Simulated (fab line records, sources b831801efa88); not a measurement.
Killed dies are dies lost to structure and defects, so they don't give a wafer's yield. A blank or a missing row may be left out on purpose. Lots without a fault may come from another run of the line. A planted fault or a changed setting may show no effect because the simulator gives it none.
Which tool did it? | flow sky130 | 12 lots, 36 wafers sampled, at 1 step of a route of 708

WHAT THE GAUGES READ, wafer by wafer
SKY_CONTACT_CD_MEAS_14: target cd 170 nm.
lot  | measured     | on        | cd_nm (nm)
L075 | day 31 13:48 | cd_sem-01 | 170.8 170.2 170.1
L077 | day 32 07:54 | cd_sem-02 | 167.6 168.1 168.3
L079 | day 33 02:31 | cd_sem-01 | 168.9 167.8 168.4
L080 | day 33 22:42 | cd_sem-01 | 169.9 171.2 169.8
L083 | day 34 23:38 | cd_sem-02 | 171.6 173.2 171.6
L085 | day 35 20:50 | cd_sem-02 | 167.1 166.4 167.0
L087 | day 36 01:02 | cd_sem-01 | 170.8 170.5 171.1
L089 | day 36 11:35 | cd_sem-02 | 169.5 169.7 168.7
L092 | day 37 06:40 | cd_sem-01 | 168.6 170.3 169.2
L093 | day 37 11:47 | cd_sem-01 | 169.4 170.1 169.3
L095 | day 38 00:44 | cd_sem-01 | 168.3 169.3 169.2
L097 | day 38 15:59 | cd_sem-01 | 170.0 169.3 169.5

WHICH TOOL RAN EACH LOT (tool, then ch and the chambers of the sampled wafers, then the start)
The record holds no process step before these readings.

THE ANSWER, worked out from the rows above alone
Rule: what is usual is taken from the lots themselves. Put in order of their means at a reading, lots are off if they are a third of the lots or fewer, leave a main group of 4 or more, and stand apart from it by a gap of 3 or more times the standard deviation of the main group's means; of several such gaps the widest counts. A main group whose means are all the same, to the digits that the tables above print for the reading, isn't used. A lot without any number at a reading at which 4 lots or more have one is off too. The other lots that the step has rows for count as sound.
No lot is off at any reading shown: from this, nothing can be told.

WHAT THE SIMULATOR HAD PUT IN
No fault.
